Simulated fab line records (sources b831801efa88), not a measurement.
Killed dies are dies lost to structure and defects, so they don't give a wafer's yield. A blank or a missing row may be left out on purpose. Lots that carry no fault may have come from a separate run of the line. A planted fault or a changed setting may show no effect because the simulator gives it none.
Problem report in the 8D (eight disciplines) form, filled by code || flow gf180mcu || the parts of the form that need people (team, actions taken, sign-off) are left out

## 1. WHAT IS WRONG
Wafers free of any fault read 16.33 ohm/sq (standard deviation 0.26) for SALICIDE_TIN_RS at GF_SALICIDE_RS_MEAS_04, against a mean of 8.80 ohm/sq on 3 wafers of 2 lots. That is -29 standard deviations from the usual mean.
The step: measures by four-point-probe.
Seen first at day 20 17:39 on film metro-04, wafer L733.3. The record has a number at this step for 39 wafers belonging to 13 lots. Rule for "out", or "out of limits": more than 4 standard deviations from the usual mean. The rest of the wafers with a number are treated as sound.

## 2. WHAT IT IS, AND WHAT IT ISN'T
{"question": "which readings at this step", "is": "SALICIDE_TIN_RS", "is not": "-"}
{"question": "which lots", "is": "L733, L736", "is not": "L718, L719, L721, L722, L723, L724, L729, L737, L738, L739, L740"}
{"question": "which wafers of those lots", "is": "L733.3, L733.6, L736.3", "is not": "L733.4, L736.2, L736.5"}
{"question": "read on which gauges", "is": "film metro-01, film metro-04", "is not": "film metro-03"}
{"question": "when", "is": "from day 20 17:39", "is not": "up to then (22 sound wafers); but 14 sound wafers of L736, L737, L738, L739, L740 came after"}

## 3. WHAT RULES OUT EACH SUSPECT
Counting: a tool at a process step up to the reading stays a suspect if it ran every lot that is out. Sound lots after the first of them don't rule it out here, since some wafers of a struck lot are sound.
- the gauge at GF_SALICIDE_RS_MEAS_04 has been ruled out. 2 gauges (film metro-01, film metro-04) read the wafers that are out.
- pvd sputter-04 at GF_SALICIDE_SPUTTER_02 (material Co, target thk 10 nm, time 20 s): kept. It ran every lot that is out, first L733 (day 20 17:34); its last sound lot up to then is L723 (day 17 02:55).
The count leaves pvd sputter-04 at GF_SALICIDE_SPUTTER_02.

## 4. THE CAUSE (what the simulator had put in)
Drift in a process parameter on pvd sputter-04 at GF_SALICIDE_SPUTTER_02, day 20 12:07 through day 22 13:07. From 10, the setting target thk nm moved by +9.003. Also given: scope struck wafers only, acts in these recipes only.
This tool alone remained once counting was done.

## 5. THE EFFECT CHAIN, in route order
Each row: a reading where the mean over the struck wafers with a number is more than 3 standard deviations away from the usual. Scope: only readings with a usual standard deviation given in the record; hours: median across lots of the time from each lot's start at the first step in this table that gives one to its start at this step; sigmas: change in usual standard deviations.
{"hours": 0, "step": "GF_SALICIDE_RS_MEAS_04", "reading": "SALICIDE_TIN_RS", "usual": "16.33 ohm/sq", "on struck wafers": 8.80, "change": -7.53, "sigmas": -29}

## 6. HOW IT WOULD HAVE BEEN CAUGHT EARLIER
The first out-of-limits reading at a measuring or inspecting step in this record came at day 20 17:39, 6 hours after the fault's start at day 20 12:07.
No tool reading at GF_SALICIDE_SPUTTER_02 that has a usual standard deviation in the record was out on any struck wafer, so an alarm limit of 4 standard deviations on those readings would not have fired.
L736, from the lots that are out (2), started GF_SALICIDE_SPUTTER_02 on pvd sputter-04 later than day 20 17:39. A hold on the tool at that time would have spared it.
